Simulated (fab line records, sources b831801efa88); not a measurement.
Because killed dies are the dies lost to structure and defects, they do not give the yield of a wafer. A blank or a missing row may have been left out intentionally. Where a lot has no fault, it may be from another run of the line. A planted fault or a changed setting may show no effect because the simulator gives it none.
Chamber matching -- flow gf180mcu -- GF_V1_ETCH_16 on rieDiel-01: 4 sister chambers
The step etches BARC in N2/H2. 14 wafers are shown with their chamber, then 7 later ones without.

== WAFERS WITH THEIR CHAMBER ==
wafer,chamber,drypumpMotorCurrentA (A),throttleValvePct (%),oesProductAu (a.u.)
L085.2,0,5.8,13.234,0.858
L085.3,1,6.1,13.216,0.863
L085.5,2,5.1,13.225,0.855
L086.1,1,6.1,13.231,0.849
L086.2,0,5.8,13.219,0.848
L086.6,2,5.1,13.217,0.855
L090.1,0,5.8,13.215,0.863
L090.2,2,5.1,13.216,0.859
L090.3,3,5.4,13.229,0.853
L090.4,1,6.1,13.217,0.855
L090.5,3,5.4,13.237,0.857
L090.6,0,5.7,13.231,0.860
L091.2,2,5.1,13.239,0.850
L091.3,1,6.1,13.224,0.853

SIGNATURES, as means of the wafers listed above
reading,chamber 0,chamber 1,chamber 2,chamber 3,scatter within a chamber
drypumpMotorCurrentA,5.775,6.100,5.100,5.400,0.0274
throttleValvePct,13.22475,13.22200,13.22425,13.23300,0.00877
oesProductAu,0.85725,0.85500,0.85475,0.85500,0.00529
Rule: for a wafer and a chamber, the distance is found by dividing, reading by reading, the gap between the wafer's reading and the chamber's mean by the reading's scatter, squaring, summing and taking the root. If the next closest chamber is less than 2 further off than the closest, the wafer can't be placed; otherwise it belongs to the closest. How the scatter is found: for the shown wafers, subtract from each reading the mean of its chamber, square and add these, divide the total by (wafers less chambers), then take the root.

== WAFERS MISSING THEIR CHAMBER ==
wafer,drypumpMotorCurrentA (A),throttleValvePct (%),oesProductAu (a.u.)
L091.6,5.4,13.235,0.847
L093.1,5.8,13.228,0.860
L093.5,5.8,13.210,0.856
L093.6,6.1,13.230,0.859
L096.1,5.8,13.229,0.856
L096.3,5.4,13.207,0.844
L096.5,6.1,13.225,0.856

== WHICH CHAMBER EACH WENT THROUGH ==
wafer,from the rows above,in truth
L091.6,3,3
L093.1,0,0
L093.5,0,0
L093.6,1,1
L096.1,0,0
L096.3,3,3
L096.5,1,1
Placed correctly: 7 of 7. Left unplaced by these rows: 0. Placed wrongly: 0.
